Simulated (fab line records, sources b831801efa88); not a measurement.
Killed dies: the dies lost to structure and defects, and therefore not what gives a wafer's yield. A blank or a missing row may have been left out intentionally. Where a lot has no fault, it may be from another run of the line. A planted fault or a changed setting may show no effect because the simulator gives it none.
Comparing a struck lot with a sound one	flow sky130	20 out of 708 route steps
Sound: the wafers L848.2, L848.5, L848.6. Struck: wafers L856.1, L856.2. (L856.3 of the same lot was not struck and is left out.) The cause comes at the end.
For every step that has rows: the tool of each side, followed by ch and its chambers, followed by its first start. Under that, the readings that differ: sound wafers	struck wafers	difference of the means	sigmas: that difference in standard deviations of wafers without a fault.
alike: same words and numbers on both sides, and readings whose means sit less than 2 such deviations apart. not compared: any withheld reading, any reading some wafer has no value for, any bound like >300 that may hide the same value, and any number with overlapping values for which the record gives no deviation.
A row with sigmas, a row that says differs or no value, or rows on one side alone: a step with any of these is where the two part. Numbers that don't overlap but have no deviation are shown without sigmas and don't part them. Lack of a reading on every wafer of one side parts them only where that side has two or more wafers.

first, 4 steps without rows for these wafers: SKY_METAL1_STRIP_21 (strips in post etch residue remover, time 1200 s); SKY_METAL1_CLEAN_22 (cleans in IPA, time 180 s); SKY_METAL1_CLEAN_23 (cleans in O3/DIW); SKY_VIA1_HDPCVD_00 (deposits SiO2, target thk 1030 nm, time 171.7 s).
SKY_VIA1_THK_MEAS_01:
  sound on film metro-01 at day 35 05:42; struck on film metro-01 at day 36 23:22
  alike: VIA1_HDPCVD_THK
SKY_VIA1_CMP_02: polishes SiO2.
  sound on cmp-02 ch 0,1,2, day 35 05:51; struck on cmp-01 ch 2,3, day 36 23:29
  alike: motor current A
SKY_VIA1_BOW_MEAS_03:
  sound on film metro-03 at day 35 06:04; struck on film metro-04 at day 36 23:44
  alike: VIA1_BOW
then, 5 steps without rows for these wafers: SKY_VIA1_DEHYDRATE_04 (time 60 s); SKY_VIA1_HMDS_05 (prime time 60 s); SKY_VIA1_COAT_06 (resist thk 60 nm); SKY_VIA1_COAT_07 (resist thk 450 nm); SKY_VIA1_SOFTBAKE_08 (time 90 s).
SKY_VIA1_EXPOSE_09: exposes mask VIM, target cd 150 nm.
  sound on krf scanner-01 ch 0, day 35 20:34; struck on krf scanner-01 ch 0, day 37 11:39
  alike: mask
then, 2 steps without rows for these wafers: SKY_VIA1_PEB_10; SKY_VIA1_DEVELOP_11 (develop time 60 s).
SKY_VIA1_CD_MEAS_12: the cd target is 150 nm.
  sound on cd sem-01 at day 36 06:38; struck on cd sem-02 at day 38 02:29
reading	sound	struck	difference	sigmas
cd nm (nm)	149.5 149.8 149.2	80.5 79.9	-69.3	-38
  not compared: hold
SKY_VIA1_OVL_MEAS_13:
  sound on overlay-02 at day 36 06:45; struck on overlay-01 at day 38 08:41
reading	sound	struck	difference	sigmas
hold	- - -	await dispo/6.1h/release await dispo/6.1h/release	no value on the sound wafers	
VIA1_OVL (nm)	4 5 2	-4 -11	-11	-2
SKY_VIA1_ETCH_14: etches BARC in N2/H2, stops on SiO2, time 45.9 s, target depth 60 nm.
  sound on rie diel-02 ch 0,1, day 36 06:47; struck on rie diel-02 ch 0,1, day 38 08:43
reading	sound	struck	difference	sigmas
throttle valve pct (%)	13.224 13.215 13.204	13.235 13.243	+0.025	+3
model.VIA1.cd nm (nm)	149 148.7 149.4	79.82 79.06	-69.59	
  alike: drypump motor current A, oes product au
  not compared: rf hours counter h
SKY_VIA1_ETCH_15: etches SiO2 in C4F8/O2/Ar, stops on TiN, target depth 351 nm, time 54 s.
  sound on rie diel-02 ch 0,1, day 36 06:49; struck on rie diel-02 ch 0,1, day 38 08:46
  alike: oes product au
  not compared: rf hours counter h
-- the record jumps here: 11 days lie between the struck wafers' starts before and after (it left off in module VIA1 and takes up again in module PAD_OPEN, whose first step shown is number 708 of the route) --
SKY_PAD_OPEN_PROBE_99:
  sound on prober-02 at day 47 11:56; struck on prober-02 at day 48 21:52
reading	sound	struck	difference	sigmas
hold	- - -	await dispo/3.2h/release await dispo/3.2h/release	no value on the sound wafers	
defect limited yield (%)	85.0 80.3 79.5	0 0	-82	-45
killed_at_M0_to_M3	25 45 45	465 446	+417	+68
killed at contacts	30 23 38	14 23	-12	-2
killed dies	74 97 101	492 492	+401	+46
killed on rim	14 23 22	96 96	+76	+21
sort_bin_5_function (%)	10.2 11.6 13.2	94.7 91.3	+81.3	+58
sort n pass	418 395 391	0 0	-401	-46
sort yield pct (%)	85.0 80.3 79.5	0 0	-82	-45
  alike: killed_at_M4_up, killed at front end, killed at other, killed open, killed short, sort_bin_3_pad_short, sort_bin_6_memory

## WHERE THEY PART
Earliest at SKY_VIA1_CD_MEAS_12; latest, in this record, at SKY_PAD_OPEN_PROBE_99.

WHY: what had been put in by the simulator
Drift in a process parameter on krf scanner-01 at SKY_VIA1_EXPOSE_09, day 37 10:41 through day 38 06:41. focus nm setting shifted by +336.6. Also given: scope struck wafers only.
